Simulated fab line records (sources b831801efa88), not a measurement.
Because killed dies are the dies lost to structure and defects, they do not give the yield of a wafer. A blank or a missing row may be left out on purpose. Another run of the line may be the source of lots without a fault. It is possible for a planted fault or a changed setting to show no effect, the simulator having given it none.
A lot that was struck, set against a sound lot + flow gf180mcu + 14 out of 602 route steps
Sound: the wafers L396.2, L396.5, L396.6. Wafers struck: L390.2, L390.5, L390.6. Last of all comes the cause.
For every step that has rows: the tool of each side, followed by ch and its chambers, followed by its first start. Under that, the readings that differ: sound wafers + struck wafers + difference of the means + sigmas: that difference in standard deviations of wafers without a fault.
alike: same words and numbers on both sides, and readings whose means sit less than 2 such deviations apart. not compared: any withheld reading, any reading some wafer has no value for, any bound like >300 that may hide the same value, and any number with overlapping values for which the record gives no deviation.
Wherever a step has rows on one side only, a row that says differs or no value, or a row with sigmas, the two part there. When numbers do not overlap yet have no deviation, they are printed without sigmas and do not part them. A reading that every wafer of one side lacks parts them only if that side has two wafers or more.

GF_V5_CMP_26: polishes, stops on SiO2, t overpolish 15 s, target thk 0 nm.
  sound on cmp-01 ch 0,3, day 33 05:52; struck on cmp-01 ch 1,2,3, day 31 16:48
  alike: edge-zone-pressure-frac, motor-current-A, overpolish-run-s, time-to-endpoint-s
then, 1 step without rows for these wafers: GF_TOP_METAL_SPUTTER_00 (material Ti, target thk 37.5 nm, time 150 s).
GF_TOP_METAL_SPUTTER_01: material TiN, target thk 30 nm, time 25 s.
  sound: pvd-sputter-01 at day 33 06:16; struck: pvd-sputter-04 at day 31 17:06
  alike: throttle-valve-pct
GF_TOP_METAL_SPUTTER_02: material AlCu, target thk 900 nm, time 47.82 s.
  sound: pvd-sputter-01 at day 33 06:18; struck: pvd-sputter-04 at day 31 17:08
  alike: throttle-valve-pct
GF_TOP_METAL_SPUTTER_03: material Ti, target thk 5 nm, time 3.3 s.
  sound: pvd-sputter-01 at day 33 06:20; struck: pvd-sputter-04 at day 31 17:11
  alike: throttle-valve-pct
GF_TOP_METAL_SPUTTER_04: material TiN, target thk 25 nm, time 20.8 s.
  sound: pvd-sputter-01 at day 33 06:22; struck: pvd-sputter-04 at day 31 17:11
  alike: throttle-valve-pct
GF_TOP_METAL_RS_MEAS_05: measurement is done with a four-point probe.
  sound: film-metro-04 at day 33 06:25; struck: film-metro-03 at day 31 17:14
  alike: TOP_METAL_ALCU_RS
GF_TOP_METAL_THK_MEAS_06: measures by xrf.
  sound: film-metro-04 at day 33 06:31; struck: film-metro-03 at day 31 17:21
  alike: TOP_METAL_ALCU_THK
then, 4 steps without rows for these wafers: GF_TOP_METAL_DEHYDRATE_07 (time 60 s); GF_TOP_METAL_HMDS_08 (prime time 60 s); GF_TOP_METAL_COAT_09 (resist thk 1500 nm); GF_TOP_METAL_SOFTBAKE_10 (time 60 s).
GF_TOP_METAL_EXPOSE_11: exposes mask MetalTop, target cd 440 nm.
  sound on iline-stepper-01 ch 0, day 33 14:05; struck on iline-stepper-02, day 32 01:44
  no value came back on the struck wafers for exposure-dose-mJ-cm2, focus-offset-nm (nm); on the sound wafers exposure-dose-mJ-cm2 reads 169.70 169.76 169.77
  alike: mask
after that, 1 step had no rows for these wafers: GF_TOP_METAL_PEB_12.

WHERE THEY PART
Only at GF_TOP_METAL_EXPOSE_11, within this record.

WHY: what the simulator had put in
Step skipped in full: iline-stepper-02, at GF_TOP_METAL_EXPOSE_11, from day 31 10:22 onward. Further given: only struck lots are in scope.
